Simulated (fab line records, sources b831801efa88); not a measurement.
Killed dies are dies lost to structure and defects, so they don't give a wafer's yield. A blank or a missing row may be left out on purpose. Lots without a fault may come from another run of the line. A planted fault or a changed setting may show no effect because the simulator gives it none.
Which tool did it? | flow gf180mcu | 11 lots, 33 wafers sampled, at 6 steps of a route of 602

WHAT THE GAUGES READ, wafer by wafer
GF_V1_BOW_MEAS_05. Usual: V1_BOW 81 um, standard deviation 7.
lot  | measured     | on            | V1_BOW (um) | flag
L893 | day 17 15:34 | film_metro-01 | 76 79 94    |
L894 | day 18 01:09 | film_metro-01 | 74 78 80    |
L895 | day 18 14:19 | film_metro-03 | 87 75 79    |
L897 | day 19 08:56 | film_metro-03 | 70 73 74    |
L898 | day 20 00:45 | film_metro-01 | 92 86 98    |
L903 | day 21 15:22 | film_metro-01 | 71 84 87    |
L904 | day 22 02:40 | film_metro-03 | 75 67 68    |
L905 | day 22 05:22 | film_metro-02 | 74 81 74    |
L906 | day 22 14:20 | film_metro-03 | 88 80 91    |
L907 | day 22 22:29 | film_metro-01 | 91 86 78    |
L915 | day 25 13:59 | film_metro-03 | 80 88 79    |

GF_V4_RS_MEAS_24: measures by four-point-probe. Usual: V4_W_RS 0.328 ohm/sq, standard deviation 0.0031.
lot  | measured     | on            | V4_W_RS (ohm/sq)  | flag
L893 | day 25 00:17 | film_metro-04 | 0.329 0.330 0.328 |
L894 | day 25 09:42 | film_metro-04 | 0.332 0.331 0.330 |
L895 | day 25 20:08 | film_metro-04 | 0.329 0.331 0.332 |
L897 | day 26 13:20 | film_metro-03 | 0.328 0.327 0.330 |
L898 | day 27 00:07 | film_metro-03 | 0.327 0.326 0.324 |
L903 | day 28 11:10 | film_metro-03 | 0.331 0.332 0.328 |
L904 | day 28 20:10 | film_metro-03 | 0.183 0.334 0.327 | OFF
L905 | day 28 22:01 | film_metro-02 | 0.184 0.330 0.186 | OFF
L906 | day 29 06:26 | film_metro-03 | 0.324 0.325 0.332 |
L907 | day 29 12:35 | film_metro-02 | 0.328 0.184 0.185 | OFF
L915 | day 31 16:35 | film_metro-03 | 0.327 0.328 0.324 |

GF_V4_THK_MEAS_25: measures by xrf. Usual: V4_W_THK 339 nm, standard deviation 4.5.
lot  | measured     | on            | V4_W_THK (nm) | flag
L893 | day 25 00:23 | film_metro-04 | 337 338 338   |
L894 | day 25 09:49 | film_metro-04 | 335 337 336   |
L895 | day 25 20:14 | film_metro-04 | 337 337 335   |
L897 | day 26 13:28 | film_metro-03 | 343 342 339   |
L898 | day 27 00:14 | film_metro-03 | 340 339 342   |
L903 | day 28 11:17 | film_metro-03 | 340 339 341   |
L904 | day 28 20:17 | film_metro-03 | - 337 344     |
L905 | day 28 22:08 | film_metro-02 | 564 331 560   | OFF
L906 | day 29 06:34 | film_metro-03 | 341 342 337   |
L907 | day 29 12:43 | film_metro-02 | 332 567 567   | OFF
L915 | day 31 16:43 | film_metro-03 | 342 340 342   |

WHICH TOOL RAN EACH LOT (tool, then ch and the chambers of the sampled wafers, then the start)
lot  | GF_M2_SPUTTER_00             | GF_M2_SPUTTER_02             | GF_V4_CVD_23
L893 | pvd_sputter-01, day 18 17:05 | pvd_sputter-01, day 18 17:13 | cvd_w-02 ch 0,1, day 25 00:09
L894 | pvd_sputter-03, day 19 03:32 | pvd_sputter-03, day 19 03:40 | cvd_w-02 ch 0,1, day 25 09:34
L895 | pvd_sputter-01, day 19 16:44 | pvd_sputter-01, day 19 16:52 | cvd_w-01 ch 0,1, day 25 20:01
L897 | pvd_sputter-04, day 20 10:47 | pvd_sputter-04, day 20 11:03 | cvd_w-02 ch 0,1, day 26 13:14
L898 | pvd_sputter-03, day 21 03:05 | pvd_sputter-03, day 21 03:13 | cvd_w-02 ch 0,1, day 26 23:59
L903 | pvd_sputter-01, day 22 16:10 | pvd_sputter-01, day 22 16:17 | cvd_w-02 ch 0,1, day 28 11:03
L904 | pvd_sputter-04, day 23 03:55 | pvd_sputter-04, day 23 04:04 | cvd_w-02 ch 0,1, day 28 20:02
L905 | pvd_sputter-01, day 23 06:04 | pvd_sputter-01, day 23 06:11 | cvd_w-02 ch 0,1, day 28 21:53
L906 | pvd_sputter-01, day 23 15:04 | pvd_sputter-01, day 23 15:11 | cvd_w-01 ch 0,1, day 29 06:20
L907 | pvd_sputter-01, day 23 23:01 | pvd_sputter-01, day 23 23:09 | cvd_w-02 ch 1, day 29 12:29
L915 | pvd_sputter-03, day 26 13:08 | pvd_sputter-03, day 26 13:16 | cvd_w-01 ch 0,1, day 31 16:29
- GF_M2_SPUTTER_00: material Ti, target thk 37.5 nm, time 150 s.
- GF_M2_SPUTTER_02: material AlCu, target thk 450 nm, time 23.9 s.
- GF_V4_CVD_23: deposits W, target thk 350 nm, time 104.9 s.

WHAT THE TOOLS THEMSELVES READ (means of the sampled wafers that have a number; where no wafer has one, the mark that the record gives instead)
GF_M2_SPUTTER_00. Usual: throttle_valve_pct 30.2 %, standard deviation 0.59.
lot  | tool           | throttle_valve_pct (%) | flag
L893 | pvd_sputter-01 | 30.6                   |
L894 | pvd_sputter-03 | 30.1                   |
L895 | pvd_sputter-01 | 30.4                   |
L897 | pvd_sputter-04 | 30.5                   |
L898 | pvd_sputter-03 | 29.6                   |
L903 | pvd_sputter-01 | 30.3                   |
L904 | pvd_sputter-04 | 30.6                   |
L905 | pvd_sputter-01 | 30.2                   |
L906 | pvd_sputter-01 | 30.6                   |
L907 | pvd_sputter-01 | 30.6                   |
L915 | pvd_sputter-03 | 30.0                   |

GF_M2_SPUTTER_02. Usual: throttle_valve_pct 30.2 %, standard deviation 0.57.
lot  | tool           | throttle_valve_pct (%) | flag
L893 | pvd_sputter-01 | 30.4                   |
L894 | pvd_sputter-03 | 30.0                   |
L895 | pvd_sputter-01 | 30.4                   |
L897 | pvd_sputter-04 | 30.6                   |
L898 | pvd_sputter-03 | 29.5                   |
L903 | pvd_sputter-01 | 30.4                   |
L904 | pvd_sputter-04 | 30.6                   |
L905 | pvd_sputter-01 | 30.3                   |
L906 | pvd_sputter-01 | 30.4                   |
L907 | pvd_sputter-01 | 30.5                   |
L915 | pvd_sputter-03 | 29.8                   |

GF_V4_CVD_23. Usual: heater_power_w 889 W, standard deviation 88.
lot  | tool     | heater_power_w (W) | flag
L893 | cvd_w-02 | 941                |
L894 | cvd_w-02 | 910                |
L895 | cvd_w-01 | 866                |
L897 | cvd_w-02 | 914                |
L898 | cvd_w-02 | 911                |
L903 | cvd_w-02 | 922                |
L904 | cvd_w-02 | 896                |
L905 | cvd_w-02 | 948                |
L906 | cvd_w-01 | 780                |
L907 | cvd_w-02 | 1005               |
L915 | cvd_w-01 | 801                |

THE ANSWER, worked out from the rows above alone
Rule: a lot is off if the mean of its wafers that have a number lies more than 3 standard deviations from the usual mean. A lot without any number at a reading at which 4 lots or more have one is off too. The other lots that the step has rows for count as sound. The gauges are gone through in route order, then the tools' own readings, and for those a lot's mean is taken as printed above. The first step at which some lot is off is used, and at that step the reading that is off furthest; a lot without a number counts as furthest.
Off: L904, L905, L907, at GF_V4_RS_MEAS_24 (V4_W_RS).
A tool fits if, at a process step before that reading, it ran every lot that is off, and no sound lot after the first of them. The gauges at GF_V4_RS_MEAS_24 are tried like those tools. One fits: cvd_w-02 at GF_V4_CVD_23. Its last sound lot is L903 (day 28 11:03), its first lot that is off L904 (day 28 20:02): a fault that began between those two fits.

WHAT THE SIMULATOR HAD PUT IN
Process parameter drift: cvd_w-02, from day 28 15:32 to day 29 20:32, at GF_V4_CVD_23. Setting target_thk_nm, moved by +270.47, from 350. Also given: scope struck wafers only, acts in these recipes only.
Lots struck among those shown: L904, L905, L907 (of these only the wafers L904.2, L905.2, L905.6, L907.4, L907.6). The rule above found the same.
